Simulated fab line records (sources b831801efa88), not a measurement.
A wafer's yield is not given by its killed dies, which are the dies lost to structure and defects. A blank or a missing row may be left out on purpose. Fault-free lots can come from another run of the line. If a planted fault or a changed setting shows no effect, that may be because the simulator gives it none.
A struck lot beside a sound one || flow sky130 || 16 steps out of a route of 708
Sound: the wafers L384.1, L384.5, L384.6. Wafers L382.2, L382.3, L382.5 were the ones struck. Last of all comes the cause.
For every step that has rows: the tool of each side, followed by ch and its chambers, followed by its first start. Under that, the readings that differ: sound wafers || struck wafers || difference of the means || sigmas: that difference in standard deviations of wafers without a fault.
alike: readings whose means differ by less than 2 such deviations, and words and numbers that are the same on both sides. not compared: withheld readings, readings that some wafer has no value for, bounds like >300 that may hide the same value, and numbers for which the record gives no deviation and whose values overlap.
Wherever a step has rows on one side only, a row that says differs or no value, or a row with sigmas, the two part there. When numbers do not overlap yet have no deviation, they are printed without sigmas and do not part them. Lack of a reading on every wafer of one side parts them only where that side has two or more wafers.

SKY_NWELL_RS_MEAS_29: uses a four-point probe to measure.
  sound: filmMetro-04 at day 6 11:04; struck: filmMetro-04 at day 6 01:47
  alike: NWELL_RS
SKY_NWELL_RS_MEAS_31: uses a four-point probe to measure.
  sound: filmMetro-04 at day 6 11:19; struck: filmMetro-04 at day 6 02:02
{"reading": "PWDE_RS (ohm/sq)", "sound": "5358 5351 5368", "struck": "5316 5315 5326", "difference": -40, "sigmas": -2}
then, 7 steps without rows for these wafers: SKY_VT_ADJUST_HVTP_DEHYDRATE_00 (time 60 s); SKY_VT_ADJUST_HVTP_HMDS_01 (prime time 62.78 s); SKY_VT_ADJUST_HVTP_COAT_02 (resist thk 1140 nm); SKY_VT_ADJUST_HVTP_SOFTBAKE_03 (time 60 s); SKY_VT_ADJUST_HVTP_EXPOSE_04 (exposes mask HVTPM, target cd 380 nm); SKY_VT_ADJUST_HVTP_PEB_05; SKY_VT_ADJUST_HVTP_DEVELOP_06 (develop time 58.02 s).
SKY_VT_ADJUST_HVTP_CD_MEAS_07: target cd 380 nm.
  sound: cdSem-02 at day 7 06:26; struck: cdSem-02 at day 6 21:15
  alike: cdNm
SKY_VT_ADJUST_HVTP_OVL_MEAS_08:
  sound: overlay-02 at day 7 06:33; struck: overlay-02 at day 6 21:22
  alike: VT_ADJUST_HVTP_OVL
SKY_VT_ADJUST_HVTP_IMPLANT_09:
  sound on implanter-02 ch 0, day 7 06:35; struck on implanter-01 ch 0, day 6 21:25
SKY_VT_ADJUST_HVTP_STRIP_10: strips in O2/N2.
  sound on plasmaAsher-02 ch 0,1, day 7 06:44; struck on plasmaAsher-03 ch 0,1, day 6 21:32
  alike: drypumpMotorCurrentA, oesProductAu, stripTimeToEndpointS
  not compared: rfHoursCounterH
SKY_VT_ADJUST_HVTP_TW_MEAS_11:
  sound: filmMetro-03 at day 7 06:50; struck: filmMetro-01 at day 6 21:39
{"reading": "VT_ADJUST_HVTP_TW", "sound": "1336 1337 1327", "struck": "1191 1193 1194", "difference": -141, "sigmas": -10}
then, 1 step without rows for these wafers: SKY_VT_ADJUST_LVTN_DEHYDRATE_00 (time 60 s).
-- record jumps: 40 days separate the struck wafers' starts on either side; left off in module VT_ADJUST_LVTN, taken up again in module PAD_OPEN, whose first shown step is the route's number 708 --
SKY_PAD_OPEN_PROBE_99:
  sound: prober-01 at day 46 20:43; struck: prober-02 at day 46 19:16
  alike: killed_at_M0_to_M3, killed_at_M4_up, killedAtContacts, killedAtFrontEnd, killedAtOther, killedDies, killedOpen, killedShort

== WHERE THEY PART ==
At SKY_NWELL_RS_MEAS_31 first; at SKY_VT_ADJUST_HVTP_TW_MEAS_11 last (within this record only). Later steps at which nothing parts them and some readings are alike: SKY_PAD_OPEN_PROBE_99.

WHY: what the simulator had put in
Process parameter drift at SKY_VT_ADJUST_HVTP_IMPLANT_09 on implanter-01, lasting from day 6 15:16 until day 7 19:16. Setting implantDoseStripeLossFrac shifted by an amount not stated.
